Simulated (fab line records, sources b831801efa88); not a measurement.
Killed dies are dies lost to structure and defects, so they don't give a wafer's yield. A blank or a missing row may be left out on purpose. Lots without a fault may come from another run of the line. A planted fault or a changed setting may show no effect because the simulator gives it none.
fab line records | flow sky130 | part 1 of 2: steps 1 to 31 of 45
record lots=5 wafers=15 last_day=50
route steps=708 shown FIELD_ISO@10 NWELL@32 DNWELL@35 PWDE@45
lots that met no fault: from a run of the same line without faults
start_h: hours from the record's first day to the start of the lot's first wafer shown | wait_h: hours since the lot's step before | " the same as in the row above | L1.1+2: a row that stands for several wafers | - no value, or no start given | * or withheld: withheld | < > ~ a bound
route shown NAME@n: a module of which the file shows steps, and the number in the route of the first | usual: mean/standard deviation of fault-free wafers | same: alike in all rows | chamber/n: place in a boat | sites: the reading at each site | _std_site: their standard deviation | _edge_site: outer sites' mean less inner sites' | radius_mm: how far each site lies from the wafer's centre | mask NAME#n: copy n | behind: the tool/chamber that last shaped the wafer | hold: why the lot was held/for how many hours/how that ended | device: the transistor (n, p or np) that didn't switch | end of line: the same wafers' tests at the end of the route | a step without rows: its recipe alone | killed: dies lost to structure and defects at the first sort, not the wafer's yield | map: a wafer's dies, x killed, . not, _ none there
set.NAME: the setting as run; set.NAME@STEP: as run at that earlier step | model.NAME: the simulator's own value behind a step, which no gauge read
lots at some steps of the route; a table a step, a row a wafer
services: from which hour (start_h, from the record's first day; less than 0 if before it) a tool's chamber was out of use, for how many hours, and why
## steps
# step SKY_FIELD_ISO_SOFTBAKE_09
# recipe temp_c=100 time_s=90 resist=KrF-thick
# columns lot.wafer tool chamber start_h wait_h
L079.2+4+6 litho_track-02 0 - -
L080.2+3+5 litho_track-01 0 - -
L082.3+4+6 litho_track-02 0 - -
L095.2+3+5 litho_track-03 0 - -
L097.2+4+5 litho_track-02 0 - -
# step SKY_FIELD_ISO_EXPOSE_10
# recipe mask_id=FOM na=0.68 source_shape=annular sigma_inner=0.4 sigma_outer=0.8 target_cd_nm=150 dose_mj=28
# same sigma_inner=0.4
# columns lot.wafer tool chamber start_h wait_h mask
L079.2+4+6 krf_scanner-02 0 - - FOM#0
L080.2+3+5 krf_scanner-01 0 - - FOM#0
L082.3+4+6 krf_scanner-01 0 - - FOM#0
L095.2+3+5 krf_scanner-02 0 - - FOM#0
L097.2+4+5 krf_scanner-01 0 - - FOM#0
# step SKY_FIELD_ISO_PEB_11
# recipe peb_temp_c=withheld peb_time_s=withheld resist=KrF-thick
# columns lot.wafer tool chamber start_h wait_h
L079.2+4+6 litho_track-01 0 - -
L080.2+3+5 litho_track-01 0 - -
L082.3+4+6 litho_track-03 0 - -
L095.2+3+5 litho_track-01 0 - -
L097.2+4+5 litho_track-02 0 - -
# step SKY_FIELD_ISO_DEVELOP_12
# recipe develop_time_s=60 resist=KrF-thick dev_temp_c=21
# same develop_time_s=60
# columns lot.wafer tool chamber start_h wait_h
L079.2+4+6 litho_track-01 0 - -
L080.2+3+5 litho_track-01 0 - -
L082.3+4+6 litho_track-03 0 - -
L095.2+3+5 litho_track-01 0 - -
L097.2+4+5 litho_track-02 0 - -
# step SKY_FIELD_ISO_CD_MEAS_13
# recipe target_cd_nm=150
# usual cd_nm=149.9/1.5
# columns lot.wafer tool chamber start_h wait_h cd_nm
L079.2 cd_sem-02 - 55.23 - 147.7
L079.4 " - " " 147.6
L079.6 " - " " 148.7
L080.2 cd_sem-01 - 61.43 - 146.9
L080.3 " - " " 147.0
L080.5 " - " " 148.6
L082.3 cd_sem-02 - 70.13 - 150.1
L082.4 " - " " 148.7
L082.6 " - " " 150.6
L095.2 cd_sem-01 - 138.88 - 150.2
L095.3 " - " " 149.6
L095.5 " - " " 148.7
L097.2 cd_sem-02 - 147.58 - 146.9
L097.4 " - " " 147.5
L097.5 " - " " 147.1
# step SKY_FIELD_ISO_ETCH_14
# recipe chemistry=N2/H2 target=BARC ion_energy_ev=200 source_w=500 bias_w=100 pressure_mtorr=30 n2_flow_sccm=100 h2_flow_sccm=200 stop_on=SiO2 time_s=45.9 target_depth_a=600
# usual drypump_motor_current_A=5.9/0.38 oes_product_au=0.855/0.0051 throttle_valve_pct=13.225/0.0097
# columns lot.wafer tool chamber start_h wait_h drypump_motor_current_A oes_product_au rf_hours_counter_h throttle_valve_pct
L079.2 rie_diel-02 2 55.33 0.1 5.5 0.850 98 13.207
L079.4 " 1 " " 5.6 0.858 - 13.233
L079.6 " 3 " " 6.6 0.866 - 13.236
L080.2 rie_diel-03 2 61.53 0.1 6.3 0.861 121 13.214
L080.3 " 3 " " 5.9 0.852 38 13.230
L080.5 " 1 " " 5.5 0.865 - 13.236
L082.3 rie_diel-01 3 70.21 0.1 6.1 0.855 1 13.221
L082.4 " 0 " " 5.2 0.864 8 13.224
L082.6 " 0 " " 5.2 0.852 - 13.226
L095.2 rie_diel-03 3 138.98 0.1 5.9 0.847 39 13.241
L095.3 " 2 " " 6.3 0.849 122 13.220
L095.5 " 1 " " 5.5 0.846 - 13.214
L097.2 rie_diel-03 3 147.68 0.1 5.9 0.856 39 13.217
L097.4 " 2 " " 6.3 0.854 122 13.229
L097.5 " 1 " " 5.5 0.862 - 13.237
# step SKY_FIELD_ISO_ETCH_15
# recipe chemistry=CHF3/O2 target_depth_nm=180 stop_on=Si source_w=600 bias_w=200 pressure_mtorr=40 chf3_flow_sccm=50 O2_flow_sccm=5 time_s=72
# usual O2_flow_sccm=5.000/0.015 drypump_motor_current_A=5.9/0.38 oes_product_au=0.946/0.0066 throttle_valve_pct=8.845/0.008
# columns lot.wafer tool chamber start_h wait_h O2_flow_sccm drypump_motor_current_A oes_product_au rf_hours_counter_h throttle_valve_pct
L079.2 rie_diel-02 2 55.37 0.0 5.032 5.5 0.960 98 8.845
L079.4 " 1 " " 4.995 5.6 0.952 - 8.842
L079.6 " 3 " " 4.990 6.6 0.950 - 8.830
L080.2 rie_diel-03 2 61.57 0.0 4.978 6.3 0.942 121 8.858
L080.3 " 3 " " 4.999 5.9 0.953 38 8.841
L080.5 " 1 " " 4.991 5.6 0.951 - 8.834
L082.3 rie_diel-01 3 70.25 0.0 5.006 6.1 0.953 1 8.843
L082.4 " 0 " " 4.983 5.2 0.953 8 8.860
L082.6 " 0 " " 4.979 5.2 0.946 - 8.845
L095.2 rie_diel-03 3 139.02 0.0 5.024 5.9 0.959 39 8.840
L095.3 " 2 " " 5.022 6.3 0.960 122 8.844
L095.5 " 1 " " 4.993 5.5 0.953 - 8.844
L097.2 rie_diel-03 3 147.73 0.0 4.982 5.9 0.945 39 8.843
L097.4 " 2 " " 5.001 6.3 0.938 122 8.834
L097.5 " 1 " " 4.983 5.6 0.946 - 8.831
# step SKY_FIELD_ISO_STRIP_16
# recipe chemistry=O2/N2 power_w=1400 pressure_mtorr=1500 platen_temp_c=withheld o2_flow_sccm=3000 n2_flow_sccm=300 overash_fraction=0.5
# usual drypump_motor_current_A=5.78/0.23 oes_product_au=0.378/0.0052 strip_time_to_endpoint_s=3.56/0.047
# same overash_fraction=0.5
# columns lot.wafer tool chamber start_h wait_h drypump_motor_current_A oes_product_au rf_hours_counter_h strip_time_to_endpoint_s
L079.2 plasma_asher-01 1 55.43 0.0 5.66 0.386 38 3.59
L079.4 " 1 " " 5.66 0.379 - 3.61
L079.6 " 1 " " 5.68 0.385 - 3.63
L080.2 plasma_asher-01 0 61.63 0.0 5.95 0.373 39 3.60
L080.3 " 0 " " 5.94 0.378 - 3.57
L080.5 " 1 " " 5.68 0.386 - 3.58
L082.3 plasma_asher-01 1 70.34 0.1 5.66 0.382 - 3.58
L082.4 " 0 " " 5.92 0.377 - 3.53
L082.6 " 0 " " 5.92 0.380 - 3.53
L095.2 plasma_asher-01 1 139.08 0.0 5.68 0.389 47 3.51
L095.3 " 1 " " 5.67 0.376 - 3.54
L095.5 " 0 " " 5.91 0.373 - 3.53
L097.2 plasma_asher-01 0 147.78 0.0 5.92 0.372 48 3.61
L097.4 " 0 " " 5.93 0.376 - 3.62
L097.5 " 0 " " 5.93 0.372 - 3.59
# step SKY_FIELD_ISO_ETCH_17
# recipe target_depth_a=3420 mask_material=Si3N4 chemistry=HBr/Cl2/O2 target=Si taper_deg=5 icp_w=600 bias_w=150 pressure_mtorr=15 HBr_flow_sccm=150 Cl2_flow_sccm=40 O2_flow_sccm=6 time_s=97.7
# usual O2_flow_sccm=5.999/0.019 drypump_motor_current_A=5.9/0.49 oes_product_au=1.005/0.013 throttle_valve_pct=25.653/0.012
# columns lot.wafer tool chamber start_h wait_h O2_flow_sccm drypump_motor_current_A oes_product_au rf_hours_counter_h throttle_valve_pct
L079.2 rie_si-01 0 55.53 0.1 6.013 5.6 1.006 0 25.651
L079.4 " 2 " " 6.037 6.7 1.006 - 25.651
L079.6 " 1 " " 6.001 5.9 1.016 - 25.643
L080.2 rie_si-02 3 61.73 0.1 5.992 5.5 1.004 160 25.668
L080.3 " 1 " " 5.996 5.1 1.016 119 25.642
L080.5 " 3 " " 6.030 5.5 1.000 - 25.652
L082.3 rie_si-01 2 70.41 0.0 5.989 6.7 1.007 0 25.664
L082.4 " 3 " " 6.009 6.1 0.977 138 25.662
L082.6 " 1 " " 5.979 5.9 0.997 - 25.662
L095.2 rie_si-02 1 139.18 0.1 5.979 5.1 1.004 120 25.652
L095.3 " 3 " " 6.017 5.6 1.027 0 25.635
L095.5 " 1 " " 6.000 5.2 1.005 - 25.648
L097.2 rie_si-01 2 147.88 0.1 6.015 6.7 0.991 1 25.657
L097.4 " 3 " " 6.036 6.1 1.025 0 25.644
L097.5 " 1 " " 6.020 5.9 1.003 - 25.655
# step SKY_FIELD_ISO_WET_ETCH_18
# recipe chemistry=H3PO4 target_depth_nm=25 temp_c=160 target=Si3N4 time_s=286
# columns lot.wafer tool chamber start_h wait_h
L079.2+4+6 wet_bench-04 1 55.60 0.0
L080.2+3+5 wet_bench-01 2 61.80 0.0
L082.3+4+6 wet_bench-04 1 70.48 0.0
L095.2+3+5 wet_bench-04 2 139.25 0.0
L097.2+4+5 wet_bench-04 0 147.95 0.0
# step SKY_FIELD_ISO_CLEAN_19
# recipe chemistry=SC1/SC2 mix=1:4:20 temp_c=70 time_s=150
# columns lot.wafer tool chamber start_h wait_h
L079.2+4+6 wet_bench-03 3 55.69 0.0
L080.2+3+5 wet_bench-04 3 61.90 0.0
L082.3+4+6 wet_bench-03 3 70.57 0.0
L095.2+3+5 wet_bench-03 1 139.34 0.0
L097.2+4+5 wet_bench-01 1 148.04 0.0
# step SKY_FIELD_ISO_CLEAN_20
# recipe chemistry=dHF time_s=20 dilution=100:1
# columns lot.wafer tool chamber start_h wait_h
L079.2+4+6 wet_bench-01 3 55.74 0.0
L080.2+3+5 wet_bench-03 0 61.95 0.0
L082.3+4+6 wet_bench-01 1 70.62 0.0
L095.2+3+5 wet_bench-01 0 139.39 0.0
L097.2+4+5 wet_bench-03 0 148.10 0.0
# step SKY_FIELD_ISO_WET_ETCH_21
# recipe chemistry=dHF dilution=100:1 target_depth_nm=20 dry=ipa_marangoni target=SiO2 temp_c=25 time_s=400
# columns lot.wafer tool chamber start_h wait_h
L079.2+4+6 wet_bench-04 0 55.76 0.0
L080.2+3+5 wet_bench-01 2 61.97 0.0
L082.3+4+6 wet_bench-04 3 70.63 0.0
L095.2+3+5 wet_bench-04 3 139.40 0.0
L097.2+4+5 wet_bench-01 1 148.11 0.0
# step SKY_FIELD_ISO_OXIDATION_22
# recipe temp_c=950 ambient=O2 stabilise_s=600 purge_s=300 target_thk_a=100 ox_time_s=623
# usual spike_tc_centre_C=949.3/0.96
# same purge_s=300
# columns lot.wafer tool chamber start_h wait_h spike_tc_centre_C
L079.2 furnace-02 0 56.63 0.8 950.8
L079.4 " 0 " " 949.4
L079.6 " 0 " " 949.6
L080.2 furnace-01 0 62.98 0.9 949.3
L080.3 " 0 " " 948.8
L080.5 " 0 " " 948.8
L082.3 furnace-01 0 74.30 3.6 948.5
L082.4 " 0 " " 950.0
L082.6 " 0 " " 947.9
L095.2 furnace-02 0 140.78 1.3 950.1
L095.3 " 0 " " 949.3
L095.5 " 0 " " 948.3
L097.2 furnace-02 0 148.30 0.1 948.5
L097.4 " 0 " " 950.1
L097.5 " 0 " " 949.7
# step SKY_FIELD_ISO_THK_MEAS_23
# recipe reads=SiO2_of_FIELD_ISO_OXIDATION_22
# usual FIELD_ISO_OXIDATION_01_THK=9.99/0.23
# columns lot.wafer tool chamber start_h wait_h FIELD_ISO_OXIDATION_01_THK[nm]
L079.2 film_metro-03 - 57.81 0.0 9.71
L079.4 " - " " 9.90
L079.6 " - " " 9.69
L080.2 film_metro-01 - 64.16 0.0 9.91
L080.3 " - " " 9.93
L080.5 " - " " 9.84
L082.3 film_metro-01 - 75.50 0.0 10.26
L082.4 " - " " 10.29
L082.6 " - " " 10.11
L095.2 film_metro-02 - 141.96 0.0 10.04
L095.3 " - " " 10.21
L095.5 " - " " 10.13
L097.2 film_metro-02 - 149.49 0.0 9.90
L097.4 " - " " 9.75
L097.5 " - " " 9.71
# step SKY_FIELD_ISO_CVD_24
# recipe material=SiO2 target_thk_nm=595 temp_c=650 sigma_open_frac=0.3 time_s=99.2 sih4_flow_sccm=60 pressure_mtorr=6
# columns lot.wafer tool chamber start_h wait_h
L079.2+4+6 hdpcvd-01 2,2,1 57.87 0.0
L080.2+3+5 hdpcvd-01 0,1,1 64.21 0.0
L082.3+4+6 hdpcvd-01 2,2,0 75.54 0.0
L095.2+3+5 hdpcvd-01 2,1,0 142.01 0.0
L097.2+4+5 hdpcvd-02 2,2,0 149.54 0.0
# step SKY_FIELD_ISO_THK_MEAS_25
# recipe reads=SiO2_of_FIELD_ISO_CVD_24
# usual FIELD_ISO_CVD_24_THK=599/7.4
# columns lot.wafer tool chamber start_h wait_h FIELD_ISO_CVD_24_THK[nm]
L079.2 film_metro-02 - 57.95 0.0 590
L079.4 " - " " 591
L079.6 " - " " 593
L080.2 film_metro-03 - 64.29 0.0 595
L080.3 " - " " 587
L080.5 " - " " 591
L082.3 film_metro-03 - 75.63 0.1 600
L082.4 " - " " 601
L082.6 " - " " 599
L095.2 film_metro-02 - 142.09 0.0 600
L095.3 " - " " 590
L095.5 " - " " 608
L097.2 film_metro-01 - 149.62 0.0 591
L097.4 " - " " 599
L097.5 " - " " 608
# step SKY_FIELD_ISO_ANNEAL_26
# recipe temp_c=1000 time_s=1800 ambient=N2
# usual spike_tc_centre_C=999.5/1.1
# columns lot.wafer tool chamber start_h wait_h spike_tc_centre_C
L079.2 furnace-01 0 58.25 0.3 999.0
L079.4 " 0 " " 1000.6
L079.6 " 0 " " 999.9
L080.2 furnace-02 0 65.85 1.5 997.6
L080.3 " 0 " " 999.8
L080.5 " 0 " " 998.3
L082.3 furnace-02 0 77.49 1.8 998.8
L082.4 " 0 " " 999.8
L082.6 " 0 " " 996.6
L095.2 furnace-02 0 142.14 0.0 999.9
L095.3 " 0 " " 999.9
L095.5 " 0 " " 999.9
L097.2 furnace-01 0 150.68 1.0 1000.4
L097.4 " 0 " " 1000.4
L097.5 " 0 " " 1000.8
# step SKY_FIELD_ISO_CMP_27
# recipe stop_on=Si3N4 t_overpolish_s=16 down_force_psi=4 platen_rpm=60 target_thk_nm=457.8 pad_velocity_m_s=0.94248
# usual motor_current_A=11.1/0.87 overpolish_run_s=16.000/0.0093 time_to_endpoint_s=116/5.3
# columns lot.wafer tool chamber start_h wait_h motor_current_A overpolish_run_s time_to_endpoint_s
L079.4 cmp-02 0 59.75 0.0 9.6 15.985 117
L079.2 " 3 " " 11.5 16.015 111
L079.6 " 0 " " 10.2 16.002 112
L080.3 cmp-01 3 67.53 0.2 11.3 15.989 118
L080.2 " 0 " " 10.2 15.995 110
L080.5 " 0 " " 10.0 16.003 110
L082.4 cmp-02 0 79.04 0.1 9.7 16.012 120
L082.3 " 1 " " 13.1 15.983 122
L082.6 " 0 " " 10.2 15.996 120
L095.2 cmp-02 0 143.74 0.1 9.4 16.007 116
L095.3 " 1 " " 12.7 15.979 118
L095.5 " 2 " " 11.2 15.987 113
L097.4 cmp-01 2 152.23 0.1 10.8 15.996 117
L097.2 " 0 " " 9.8 16.014 106
L097.5 " 1 " " 11.5 15.993 126
# step SKY_FIELD_ISO_WET_ETCH_28
# recipe chemistry=dHF target_depth_nm=23.7 target=SiO2 dilution=10:1 temp_c=25 time_s=47
# columns lot.wafer tool chamber start_h wait_h
L079.2+4+6 wet_bench-03 0 60.05 0.1
L080.2+3+5 wet_bench-04 3 67.83 0.2
L082.3+4+6 wet_bench-04 3 79.29 0.1
L095.2+3+5 wet_bench-01 3 143.94 0.1
L097.2+4+5 wet_bench-03 1 152.48 0.1
# step SKY_FIELD_ISO_WET_ETCH_29
# recipe chemistry=H3PO4 target_depth_nm=160 target=Si3N4 temp_c=160 time_s=1825
# columns lot.wafer tool chamber start_h wait_h
L079.2+4+6 wet_bench-04 3 60.07 0.0
L080.2+3+5 wet_bench-03 3 67.86 0.0
L082.3+4+6 wet_bench-01 3 79.31 0.0
L095.2+3+5 wet_bench-04 1 143.96 0.0
L097.2+4+5 wet_bench-04 2 152.50 0.0
# step SKY_FIELD_ISO_WET_ETCH_30
# recipe chemistry=dHF target_depth_nm=25 target=SiO2 dilution=10:1 temp_c=25 time_s=50
# columns lot.wafer tool chamber start_h wait_h
L079.2+4+6 wet_bench-01 3 60.58 0.0
L080.2+3+5 wet_bench-04 1 68.37 0.0
L082.3+4+6 wet_bench-04 0 79.93 0.0
L095.2+3+5 wet_bench-01 1 144.48 0.0
L097.2+4+5 wet_bench-03 3 153.01 0.0
# step SKY_NWELL_CLEAN_00
# recipe chemistry=SC1/SC2 mix=1:4:20 temp_c=70 time_s=150 dry=n2_spin
# columns lot.wafer tool chamber start_h wait_h
L079.2+4+6 wet_bench-03 2 60.61 0.0
L080.2+3+5 wet_bench-01 2 68.40 0.0
L082.3+4+6 wet_bench-03 0 79.95 0.0
L095.2+3+5 wet_bench-03 1 144.50 0.0
L097.2+4+5 wet_bench-04 1 153.03 0.0
# step SKY_NWELL_OXIDATION_01
# recipe temp_c=900 ambient=O2 stabilise_s=600 purge_s=300 target_thk_a=100 ox_time_s=1418
# usual spike_tc_centre_C=899.3/1.1
# same purge_s=300
# columns lot.wafer tool chamber start_h wait_h spike_tc_centre_C
L079.2 furnace-02 0 61.70 1.0 899.3
L079.4 " 0 " " 897.1
L079.6 " 0 " " 897.0
L080.2 furnace-02 0 71.82 3.4 899.5
L080.3 " 0 " " 900.9
L080.5 " 0 " " 898.2
L082.3 furnace-02 0 80.00 0.0 898.3
L082.4 " 0 " " 899.6
L082.6 " 0 " " 899.5
L095.2 furnace-01 0 144.86 0.3 898.5
L095.3 " 0 " " 898.6
L095.5 " 0 " " 899.4
L097.2 furnace-02 0 153.08 0.0 898.5
L097.4 " 0 " " 898.3
L097.5 " 0 " " 899.3
# step SKY_NWELL_THK_MEAS_02
# recipe reads=SiO2_of_NWELL_OXIDATION_01
# usual NWELL_OXIDATION_THK=10.01/0.18
# columns lot.wafer tool chamber start_h wait_h NWELL_OXIDATION_THK[nm]
L079.2 film_metro-01 - 63.10 0.0 10.25
L079.4 " - " " 10.03
L079.6 " - " " 10.06
L080.2 film_metro-02 - 73.22 0.0 10.33
L080.3 " - " " 10.26
L080.5 " - " " 10.27
L082.3 film_metro-02 - 81.41 0.0 9.85
L082.4 " - " " 9.69
L082.6 " - " " 9.90
L095.2 film_metro-04 - 146.26 0.0 9.82
L095.3 " - " " 9.90
L095.5 " - " " 9.73
L097.2 film_metro-01 - 154.49 0.0 10.00
L097.4 " - " " 10.12
L097.5 " - " " 10.14
# step SKY_DNWELL_DEHYDRATE_00
# recipe temp_c=200 time_s=60
# columns lot.wafer tool chamber start_h wait_h
L079.2+4+6 litho_track-01 0 70.39 7.3
L080.2+3+5 litho_track-02 0 80.84 7.6
L082.3+4+6 litho_track-02 0 88.81 7.4
L095.2+3+5 litho_track-02 0 154.94 8.7
L097.2+4+5 litho_track-01 0 163.74 9.2
# step SKY_DNWELL_HMDS_01
# recipe prime_time_s=60 prime_temp_c=120
# columns lot.wafer tool chamber start_h wait_h
L079.2+4+6 litho_track-01 0 70.54 0.1
L080.2+3+5 litho_track-02 0 80.99 0.1
L082.3+4+6 litho_track-02 0 88.96 0.1
L095.2+3+5 litho_track-02 0 155.09 0.1
L097.2+4+5 litho_track-01 0 163.89 0.1
# step SKY_DNWELL_COAT_02
# recipe spin_rpm=2000 resist_thk_nm=3000
# columns lot.wafer tool chamber start_h wait_h
L079.2+4+6 litho_track-01 0 70.69 0.1
L080.2+3+5 litho_track-02 0 81.14 0.1
L082.3+4+6 litho_track-02 0 89.11 0.1
L095.2+3+5 litho_track-02 0 155.24 0.1
L097.2+4+5 litho_track-01 0 164.04 0.1
# step SKY_DNWELL_SOFTBAKE_03
# recipe temp_c=110 time_s=withheld
# columns lot.wafer tool chamber start_h wait_h
L079.2+4+6 litho_track-01 0 70.85 0.1
L080.2+3+5 litho_track-02 0 81.30 0.1
L082.3+4+6 litho_track-02 0 89.28 0.1
L095.2+3+5 litho_track-02 0 155.40 0.1
L097.2+4+5 litho_track-01 0 164.19 0.1
# step SKY_DNWELL_EXPOSE_04
# recipe mask_id=DNM na=0.57 target_cd_nm=3000 dose_mj=222
# columns lot.wafer tool chamber start_h wait_h mask
L079.2+4+6 iline_stepper-01 0 - - DNM#0
L080.2+3+5 iline_stepper-02 0 - - DNM#0
L082.3+4+6 iline_stepper-01 0 - - DNM#0
L095.2+3+5 iline_stepper-01 0 - - DNM#0
L097.2+4+5 iline_stepper-01 0 - - DNM#0
# step SKY_DNWELL_PEB_05
# recipe temp_c=115 time_s=withheld
# columns lot.wafer tool chamber start_h wait_h
L079.2+4+6 litho_track-01 0 - -
L080.2+3+5 litho_track-02 0 - -
L082.3+4+6 litho_track-04 0 - -
L095.2+3+5 litho_track-04 0 - -
L097.2+4+5 litho_track-02 0 - -
